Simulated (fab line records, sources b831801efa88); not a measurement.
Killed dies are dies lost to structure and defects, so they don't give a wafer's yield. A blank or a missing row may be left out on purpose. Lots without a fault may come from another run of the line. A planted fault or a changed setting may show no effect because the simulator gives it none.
Chamber matching | flow sky130 | SKY_VIA2_CMP_02 on cmp-01: 4 sister chambers
The step polishes SiO2. 4 wafers are shown with their chamber, then 12 later ones without.

WAFERS WITH THEIR CHAMBER
wafer  | chamber | motor_current_A (A)
L091.6 | 1       | 11.2
L093.1 | 2       | 11.6
L093.3 | 3       | 12.3
L093.4 | 0       | 11.9

WAFERS WITHOUT THEIR CHAMBER
wafer  | motor_current_A (A)
L092.1 | 12.0
L092.4 | 11.5
L092.5 | 12.3
L094.2 | 12.9
L094.3 | 12.7
L094.6 | 10.8
L096.2 | 11.5
L096.3 | 10.7
L096.5 | 12.6
L097.1 | 12.1
L097.2 | 11.9
L097.3 | 12.4

WHICH CHAMBER EACH WENT THROUGH
wafer  | from the rows above          | in truth
L092.1 | can't be placed: 0 or 3 or 2 | 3
L092.4 | can't be placed: 2 or 1 or 0 | 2
L092.5 | can't be placed: 3 or 0      | 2
L094.2 | can't be placed: 3 or 0      | 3
L094.3 | can't be placed: 3 or 0      | 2
L094.6 | can't be placed: 1 or 2      | 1
L096.2 | can't be placed: 2 or 1 or 0 | 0
L096.3 | can't be placed: 1 or 2      | 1
L096.5 | can't be placed: 3 or 0      | 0
L097.1 | can't be placed: 0 or 3 or 2 | 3
L097.2 | can't be placed: 0 or 2 or 3 | 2
L097.3 | can't be placed: 3 or 0      | 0
Placed correctly: 0 of 12. Can't be placed from these rows: 12 (the true chamber is among the candidates in 10). Placed wrongly: 0.
How it was worked out, from the rows above alone: a wafer's distance from a chamber is the root of the sum, over the readings, of the square of ((its reading less the chamber's mean) divided by the reading's scatter). The wafer belongs to the nearest chamber; if the next one is less than 2 further off, it can't be placed. A chamber's mean is the mean of its shown wafers. The scatter: with one shown wafer a chamber, the root of the mean of the squares of how far each hidden wafer lies from its nearest shown one.
